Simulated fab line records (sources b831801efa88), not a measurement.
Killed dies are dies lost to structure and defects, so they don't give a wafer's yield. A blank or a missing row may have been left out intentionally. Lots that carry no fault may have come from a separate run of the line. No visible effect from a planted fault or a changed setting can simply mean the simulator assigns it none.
A struck lot beside a sound one ; flow sky130 ; 17 out of 708 route steps
Sound: wafers L878.2, L878.3, L878.6. Struck: wafer L882.6. (L882.2, L882.3 of the same lot were not struck and are left out.) The cause comes at the end.
At each step with rows: each side's tool, then ch and its chambers, then its first start. Under that, the readings that differ: sound wafers ; struck wafers ; difference of the means ; sigmas: that difference in standard deviations of wafers without a fault.
alike: readings with means less than 2 such deviations apart, plus words and numbers identical on both sides. not compared: withheld readings, readings lacking a value on some wafer, bounds such as >300 that could conceal the same value, and numbers that have no deviation in the record and whose values overlap.
A row with sigmas, a row that says differs or no value, or rows on one side alone: a step with any of these is where the two part. When numbers do not overlap yet have no deviation, they are printed without sigmas and do not part them. A reading missing from all wafers of one side parts the sides only when that side holds two or more wafers.

SKY_VT_ADJUST_HVTP_OVL_MEAS_08:
  sound on overlay-02 at day 7 23:41; struck on overlay-02 at day 9 04:56
  alike: VT_ADJUST_HVTP_OVL
following that, these wafers have no rows for 1 step: SKY_VT_ADJUST_HVTP_IMPLANT_09.
SKY_VT_ADJUST_HVTP_STRIP_10: strips in O2/N2.
  sound on plasma-asher-03 ch 0,1, day 7 23:52; struck on plasma-asher-01 ch 1, day 9 05:07
reading;sound;struck;difference;sigmas
strip-time-to-endpoint-s (s);14.16 14.14 14.14;14.26;+0.11;+3
  alike: drypump-motor-current-A, oes-product-au
  not compared: rf-hours-counter-h
SKY_VT_ADJUST_HVTP_TW_MEAS_11:
  sound on film-metro-02 at day 7 23:58; struck on film-metro-02 at day 9 05:13
  alike: VT_ADJUST_HVTP_TW
then, 7 steps without rows for these wafers: SKY_VT_ADJUST_LVTN_DEHYDRATE_00 (time 60 s); SKY_VT_ADJUST_LVTN_HMDS_01 (prime time 60 s); SKY_VT_ADJUST_LVTN_COAT_02 (resist thk 3000 nm); SKY_VT_ADJUST_LVTN_SOFTBAKE_03; SKY_VT_ADJUST_LVTN_EXPOSE_04 (exposes mask NWM COMPLEMENT LESS NATIVE, target cd 840 nm); SKY_VT_ADJUST_LVTN_PEB_05; SKY_VT_ADJUST_LVTN_DEVELOP_06 (develop time 60 s).
SKY_VT_ADJUST_LVTN_OVL_MEAS_07:
  sound on overlay-02 at day 8 20:30; struck on overlay-01 at day 10 03:05
  alike: VT_ADJUST_LVTN_OVL
SKY_VT_ADJUST_LVTN_IMPLANT_08:
  sound on implanter-04 ch 0, day 8 20:33; struck on implanter-03 ch 0, day 10 03:08
SKY_VT_ADJUST_LVTN_STRIP_09: strips in O2/N2.
  sound on plasma-asher-04 ch 0,1, day 8 20:41; struck on plasma-asher-01 ch 1, day 10 03:16
reading;sound;struck;difference;sigmas
oes-product-au (a.u.);0.725 0.728 0.725;0.716;-0.010;-2
  alike: drypump-motor-current-A, strip-time-to-endpoint-s
  not compared: rf-hours-counter-h
SKY_VT_ADJUST_LVTN_TW_MEAS_10:
  sound on film-metro-04 at day 8 20:47; struck on film-metro-01 at day 10 03:23
reading;sound;struck;difference;sigmas
VT_ADJUST_LVTN_TW;236.9 237.7 236.2;231.5;-5.4;-2
then, 1 step without rows for these wafers: SKY_VT_ADJUST_LVTN_DEHYDRATE_11 (time 60 s).
-- record jumps: 38 days separate the struck wafers' starts on either side; left off in module VT_ADJUST_LVTN, taken up again in module PAD_OPEN, whose first shown step is the route's number 708 --
SKY_PAD_OPEN_PROBE_99:
  sound on prober-02 at day 47 13:56; struck on prober-02 at day 48 15:04
reading;sound;struck;difference;sigmas
model.etest.nfet_01v8_lvt.vt-sat-v (V);0.5332 0.5364 0.5375;0.5272;-0.0085;
model.etest.nfet_01v8.vt-v-range;0.01057 0.009069 0.01499;0.01836;+0.00682;
model.etest.nfet_01v8_lvt.body-rise-v (V);0.1453 0.1436 0.1435;0.1403;-0.0038;
  alike: killed_at_M0_to_M3, killed_at_M4_up, killed-at-contacts, killed-at-front-end, killed-at-other, killed-dies, killed-open, killed-short

## WHERE THEY PART
Earliest at SKY_VT_ADJUST_HVTP_STRIP_10; latest, in this record, at SKY_VT_ADJUST_LVTN_TW_MEAS_10. Later steps at which nothing parts them and some readings are alike: SKY_PAD_OPEN_PROBE_99.

WHY: what had been put in by the simulator
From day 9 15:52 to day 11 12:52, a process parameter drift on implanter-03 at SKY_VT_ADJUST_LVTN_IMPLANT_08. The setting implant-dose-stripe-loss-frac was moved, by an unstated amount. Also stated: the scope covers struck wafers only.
